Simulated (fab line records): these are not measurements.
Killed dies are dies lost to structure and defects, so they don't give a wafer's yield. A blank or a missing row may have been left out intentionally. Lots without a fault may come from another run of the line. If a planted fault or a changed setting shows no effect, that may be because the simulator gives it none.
The tool behind it: which one? -- flow gf180mcu -- 14 lots with 42 wafers sampled at 2 steps, on a route of 602 steps

== WHAT EACH GAUGE READ, for each wafer ==
GF_M3_OVL_MEAS_15.
lot,measured,on,M3_OVL (nm)
L529,day 21 07:17,overlay-01,8 5 5
L530,day 21 18:41,overlay-01,8 3 9
L531,day 22 01:47,overlay-02,0 2 3
L532,day 22 10:39,overlay-01,-5 -11 -9
L533,day 22 16:53,overlay-01,-7 -4 -5
L535,day 23 08:26,overlay-01,8 5 6
L536,day 23 15:29,overlay-02,4 7 4
L537,day 24 00:17,overlay-02,-4 -5 -3
L539,day 24 22:26,overlay-02,-3 -2 -1
L540,day 25 05:30,overlay-01,3 4 -3
L541,day 25 16:05,overlay-01,-4 2 -5
L542,day 25 22:36,overlay-01,4 8 4
L551,day 28 23:36,overlay-01,-8 -6 -3
L552,day 29 10:32,overlay-01,-2 4 -4

== EACH LOT AND THE TOOL THAT RAN IT (in order: tool; ch and the chambers of the sampled wafers; start) ==
lot,GF_V2_CMP_04
L529,"cmp-02 ch 0,1,2, day 19 04:45"
L530,"cmp-01 ch 0,1,2, day 19 16:08"
L531,"cmp-02 ch 1,2,3, day 19 23:04"
L532,"cmp-02 ch 1,3, day 20 09:17"
L533,"cmp-01 ch 0,2, day 20 15:26"
L535,"cmp-02 ch 1,2,3, day 21 08:16"
L536,"cmp-02 ch 0,1,2, day 21 15:23"
L537,"cmp-02 ch 0,1,3, day 22 00:35"
L539,"cmp-02 ch 0,1, day 22 23:11"
L540,"cmp-01 ch 0,1, day 23 07:08"
L541,"cmp-01 ch 0,1,2, day 23 19:40"
L542,"cmp-01 ch 2,3, day 24 01:30"
L551,"cmp-01 ch 0,2,3, day 27 05:41"
L552,"cmp-01 ch 0,1,3, day 27 18:05"
- GF_V2_CMP_04: polishes SiO2.

== AS READ BY THE TOOLS THEMSELVES (means over the sampled wafers that have a number; for cases with no such wafer, the mark the record gives instead) ==
GF_V2_CMP_04.
lot,tool,motor current A (A),time to endpoint s (s)
L529,cmp-02,11.5,77
L530,cmp-01,12.7,84
L531,cmp-02,12.2,82
L532,cmp-02,12.3,79
L533,cmp-01,12.3,82
L535,cmp-02,12.2,73
L536,cmp-02,11.5,74
L537,cmp-02,12.0,78
L539,cmp-02,10.9,77
L540,cmp-01,12.0,87
L541,cmp-01,12.5,86
L542,cmp-01,12.4,79
L551,cmp-01,12.3,47
L552,cmp-01,12.2,41

== THE ANSWER, worked out from the rows above alone ==
Rule: usual is defined by the lots themselves. The widest of any qualifying gaps counts: lots, ordered by their means at a reading, are off when they make up no more than a third of the lots, leave a main group of 4 or more, and stand apart from it by 3 or more times the standard deviation of that group's means. Not used: any main group whose means are identical at the precision the tables above print for the reading. Also off: a lot with no number at a reading for which 4 or more lots have one. All remaining lots with rows at the step are treated as sound. After the gauges, taken in route order, come the tools' own readings; for these a lot's mean is taken, as printed above. At the first step where some lot is off, the reading lying furthest off is the one used; lots without a number count as furthest.
Off, at GF_V2_CMP_04 on time to endpoint s: L551, L552. The main group: mean 80 s, standard deviation 4.3.
If a tool, at that step or one of the process steps before it, ran each lot that is off and ran no sound lot following the first of them, it fits. One fits: cmp-01 at GF_V2_CMP_04. Its last sound lot is L542 (day 24 01:30), its first lot that is off L551 (day 27 05:41): a fault that began between those two fits.
The tool's own readings at GF_V2_CMP_04 bear it out: on the lots that are off they differ by more than 5 times the standard deviation of the sound lots' means. time to endpoint s reads 44 s there against 80 s on the sound lots.

== WHAT THE SIMULATOR PUT IN ==
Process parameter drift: cmp-01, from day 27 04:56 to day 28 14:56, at GF_V2_CMP_04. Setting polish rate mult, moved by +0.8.
Struck lots among those shown: L551, L552. This agrees with what the rule above found.
